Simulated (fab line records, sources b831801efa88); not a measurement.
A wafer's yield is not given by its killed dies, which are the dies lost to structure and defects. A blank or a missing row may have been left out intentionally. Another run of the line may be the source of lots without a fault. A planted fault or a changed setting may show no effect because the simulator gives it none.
A struck lot beside a sound one ; flow sfq_line ; 20 out of 325 route steps
Sound: the wafers L830.1, L830.3, L830.6. Struck: wafer L825.1. (L825.5 of the same lot was not struck and is left out.) The cause comes at the end.
For every step that has rows: the tool of each side, followed by ch and its chambers, followed by its first start. Under that, the readings that differ: sound wafers ; struck wafers ; difference of the means ; sigmas: that difference in standard deviations of wafers without a fault.
alike: a reading whose means differ by less than 2 such deviations, as well as words and numbers matching on both sides. not compared: withheld readings; readings where some wafer has no value; bounds like >300 that might hide an equal value; numbers whose values overlap and for which the record gives no deviation.
The two part at a step that has a row with sigmas, a row that says differs or no value, or rows on one side only. Numbers that have no deviation but don't overlap get no sigmas and don't part them. Lack of a reading on every wafer of one side parts them only where that side has two or more wafers.

first, 2 steps without rows for these wafers: SFQ_TRILAYER_I6_VIA_LITHO_PEB_172 (peb time 60 s); SFQ_TRILAYER_I6_VIA_LITHO_DEVELOP_171 (time 60 s).
SFQ_I6_OVL_MEAS_942:
  sound on overlay-01, day 77 19:53; struck on overlay-01, day 77 06:41
reading;sound;struck;difference;sigmas
I6_OVL (nm);-1 -5 -7;13;+17;+3
SFQ_TRILAYER_I6_VIA_BARC_OPEN_VIA_ETCH_235: etches BARC in O2, target depth 125 nm, time 41.7 s.
  sound on rie_diel-01 ch 0,2,3, day 77 19:56; struck on rie_diel-04 ch 1, day 77 06:44
  alike: drypump_motor_current_A, oes_product_au
  not compared: rf_hours_counter_h
SFQ_TRILAYER_I6_VIA_ETCH_VIA_ETCH_172: etches SiO2 in CHF3, stops on Nb, target depth 260 nm.
  sound on rie_diel-01 ch 0,2,3, day 77 19:58; struck on rie_diel-04 ch 1, day 77 06:46
reading;sound;struck;difference;sigmas
oes_product_au (a.u.);0.854 0.863 0.857;0.847;-0.011;-2
  alike: drypump_motor_current_A
SFQ_TRILAYER_I6_VIA_STRIP_STRIP_173: strips in O2.
  sound on rie_metal-03 ch 0,1, day 77 20:05; struck on rie_metal-02 ch 1, day 77 06:53
  alike: drypump_motor_current_A, oes_product_au
  not compared: rf_hours_counter_h
then, 3 steps without rows for these wafers: SFQ_TRILAYER_I6_VIA_STRIP_SOLV_CLEAN_174 (cleans in NMP, time 600 s); SFQ_TRILAYER_M7_DEP_PRE_CLEAN_176 (time 22.5 s); SFQ_TRILAYER_M7_DEP_SPUTTER_175 (material Nb, target thk 200 nm, time 133.3 s).
SFQ_M7_RS_MEAS_943: uses a four-point probe to measure.
  sound on film_metro-04, day 77 20:58; struck on film_metro-03, day 77 08:22
  alike: M7_NB_RS
then, 1 step without rows for these wafers: SFQ_TRILAYER_M7_LITHO_COAT_182 (resist thk 62 nm).
SFQ_TRILAYER_M7_LITHO_COAT_177: resist thk 600 nm.
  sound on litho_track-04 ch 0, day 77 21:27; struck on litho_track-01 ch 0, day 77 08:51
reading;sound;struck;difference;sigmas
model.KrF_of_TRILAYER_M7_LITHO_COAT_177.thk_nm (nm);600.6 601.2 598.8;621.6;+21.4;
  alike: spin_speed_rpm
then, 4 steps without rows for these wafers: SFQ_TRILAYER_M7_LITHO_SOFTBAKE_181; SFQ_TRILAYER_M7_LITHO_EXPOSE_178 (exposes mask M7, target cd 500 nm); SFQ_TRILAYER_M7_LITHO_PEB_180 (peb time 60 s); SFQ_TRILAYER_M7_LITHO_DEVELOP_179 (time 60 s).
SFQ_M7_OVL_MEAS_945:
  sound on overlay-01, day 78 20:30; struck on overlay-01, day 78 10:54
  alike: M7_OVL
SFQ_TRILAYER_M7_BARC_OPEN_METAL_ETCH_229: etches BARC in O2, target depth 125 nm, time 41.7 s.
  sound on rie_metal-01 ch 0, day 78 20:32; struck on rie_metal-04 ch 0, day 78 10:56
  alike: drypump_motor_current_A, oes_product_au
  not compared: rf_hours_counter_h
SFQ_TRILAYER_M7_ETCH_METAL_ETCH_180: etches Nb in Cl2/Ar, stops on SiO2, target depth 240 nm, time 120 s.
  sound on rie_metal-01 ch 0, day 78 20:39; struck on rie_metal-04 ch 0, day 78 10:59
reading;sound;struck;difference;sigmas
model.KrF_of_TRILAYER_M7_LITHO_COAT_177.thk_nm (nm);381 382.2 378.5;409.7;+29.1;
  alike: drypump_motor_current_A, oes_product_au
  not compared: rf_hours_counter_h
SFQ_TRILAYER_M7_STRIP_STRIP_181: strips in O2.
  sound on rie_metal-01 ch 0, day 78 20:54; struck on rie_metal-04 ch 0, day 78 11:07
reading;sound;struck;difference;sigmas
oes_product_au (a.u.);1.017 1.007 1.021;0.980;-0.035;-2
  alike: drypump_motor_current_A
  not compared: rf_hours_counter_h

== WHERE THEY PART ==
Earliest at SFQ_I6_OVL_MEAS_942; latest, in this record, at SFQ_TRILAYER_M7_STRIP_STRIP_181.

WHY: whatever the simulator had introduced
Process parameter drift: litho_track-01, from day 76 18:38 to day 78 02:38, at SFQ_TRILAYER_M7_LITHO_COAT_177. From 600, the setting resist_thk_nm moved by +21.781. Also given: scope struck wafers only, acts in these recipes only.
